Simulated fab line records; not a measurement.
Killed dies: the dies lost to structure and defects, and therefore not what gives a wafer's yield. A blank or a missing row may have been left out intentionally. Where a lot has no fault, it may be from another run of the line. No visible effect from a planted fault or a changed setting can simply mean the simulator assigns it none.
The same fault as seen by 2 desks ; flow gf180mcu ; each desk holds nothing but its own numbers, with what lay behind them at the end

THE METROLOGY DESK
What the gauges read for every lot (on any tool): the sampled wafers with a number, averaged. Marked OUT: a lot whose mean sits more than 4 standard deviations from the usual mean, which makes it out of limits; the brackets give that distance.
Columns: A = V4_W_THK at GF_V4_THK_MEAS_25, usual 354 nm; B = MIM_CVD_05_THK at GF_MIM_THK_MEAS_06, usual 42.0 nm
lot;first seen here;A;B
L671;day 24 08:23;348;42.3
L673;day 24 20:40;356;42.5
L674;day 25 10:19;355;41.8
L675;day 25 11:26;356;41.9
L676;day 26 00:49;351;41.7
L677;day 26 09:03;351;41.8
L678;day 26 15:16;355;42.1
L686;day 29 06:02;355;43.1
L688;day 29 20:14;358;43.7
L690;day 30 08:55;351;41.2
L691;day 30 11:51;357;41.6
L692;day 30 18:33;355;41.4
Finding of this desk: none of the 12 lots has anything out of limits.

AT THE TOOL OWNER'S DESK: pecvd-02
The tool's own readings at GF_MIM_CVD_05 (deposits Si3N4, target thk 42 nm, time 29.086 s): means of the sampled wafers that have a number, for each lot that ran on this tool. Marked OUT: a lot whose mean sits more than 4 standard deviations from the usual mean, which makes it out of limits; the brackets give that distance.
Columns: A = heaterPowerW at GF_MIM_CVD_05, usual 644 W
lot;first seen here;A
L675;day 25 12:01;780
L676;day 26 01:23;655
L686;day 29 06:37;643
L688;day 29 20:47;694
Finding of this desk: none of the 4 lots has anything out of limits.

BROUGHT TOGETHER
Metrology desk: nothing out of limits seen.
The tool owner's desk saw nothing out of limits.

WHAT THE SIMULATOR PUT IN
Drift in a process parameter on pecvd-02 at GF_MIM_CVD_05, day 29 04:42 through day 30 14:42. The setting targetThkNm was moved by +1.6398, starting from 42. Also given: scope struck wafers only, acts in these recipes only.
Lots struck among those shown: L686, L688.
